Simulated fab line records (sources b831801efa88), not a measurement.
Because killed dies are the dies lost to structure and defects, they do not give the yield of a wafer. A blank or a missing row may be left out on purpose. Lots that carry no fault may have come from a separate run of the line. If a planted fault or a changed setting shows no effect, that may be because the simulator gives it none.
8D (eight disciplines) problem report, filled in by code | flow sky130 | the parts of the form that need people (team, actions taken, sign-off) are left out

== 1. THE ISSUE ==
Mean FIELD_ISO_OXIDATION_01_THK at SKY_FIELD_ISO_THK_MEAS_23: 4.38 nm over 12 wafers in 4 lots; fault-free wafers: 10.03 nm, standard deviation 0.19. Relative to the usual mean, that is a shift of -30 standard deviations.
Seen first at day 6 04:38 on film_metro-02, wafer L302.3. The record holds 39 wafers of 13 lots with a number at this step. Rule for "out" (also "out of limits"): further than 4 standard deviations from the usual mean. The rest of the wafers with a number are treated as sound.

== 2. WHAT IT IS, AND WHAT IT ISN'T ==
question                    | is                           | is not
which readings at this step | FIELD_ISO_OXIDATION_01_THK   | -
which lots                  | L302, L303, L304, L305       | L286, L288, L290, L291, L294, L295, L297, L299, L301
which wafers of those lots  | all that have a number       | -
read on which gauges        | film_metro-02, film_metro-04 | film_metro-03
when                        | from day 6 04:38             | up to then (27 sound wafers)

== 3. WHAT RULES OUT EACH SUSPECT ==
Counting: a tool at a process step up to the reading stays a suspect if it ran every lot that is out and no sound lot after the first of them.
- the gauge at SKY_FIELD_ISO_THK_MEAS_23 is ruled out. Those wafers that are out were read across 2 gauges (film_metro-02, film_metro-04).
- furnace-02 at SKY_FIELD_ISO_OXIDATION_22 (stabilise 600 s, purge 300 s, target thk 10 nm): kept. It ran every lot that is out, first L302 (day 6 03:26), and no sound lot after that; its last sound lot up to then is L301 (day 5 16:22).
The count leaves furnace-02 at SKY_FIELD_ISO_OXIDATION_22.

== 4. THE CAUSE (what the simulator had put in) ==
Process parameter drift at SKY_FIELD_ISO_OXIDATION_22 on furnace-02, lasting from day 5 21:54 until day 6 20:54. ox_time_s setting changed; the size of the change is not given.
Counting left only this tool.

== 5. THE EFFECT CHAIN, in route order ==
Each row: a reading where the mean over the struck wafers with a number is more than 3 standard deviations away from the usual. Only readings for which the record gives a usual standard deviation are gone through. hours: the time from each lot's start at the first step in this table that gives one to its start at this step, as a median over the lots. sigmas: the change in usual standard deviations.
hours | step                      | reading                    | usual    | on struck wafers | change | sigmas
0     | SKY_FIELD_ISO_THK_MEAS_23 | FIELD_ISO_OXIDATION_01_THK | 10.03 nm | 4.38             | -5.65  | -30
At these later measuring or inspecting steps, every struck wafer for which the step has a row has a number for every such reading, and none has moved that far: SKY_VT_ADJUST_LVTN_TW_MEAS_10, SKY_POLY_GATE_THK_MEAS_04, SKY_LDD_HVN_OVL_MEAS_07.

== 6. WHAT WOULD HAVE CAUGHT IT SOONER ==
Counted from the fault's start at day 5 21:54, it took 7 hours until the first out-of-limits reading at a measuring or inspecting step in this record, taken at day 6 04:38.
Tool readings at SKY_FIELD_ISO_OXIDATION_22 with a usual standard deviation given in the record: none out on any struck wafer, hence no alarm at a limit of 4 standard deviations on them.
L303, L304, L305, from the lots that are out (4), started SKY_FIELD_ISO_OXIDATION_22 on furnace-02 later than day 6 04:38. A hold on the tool at that time would have spared those 3.
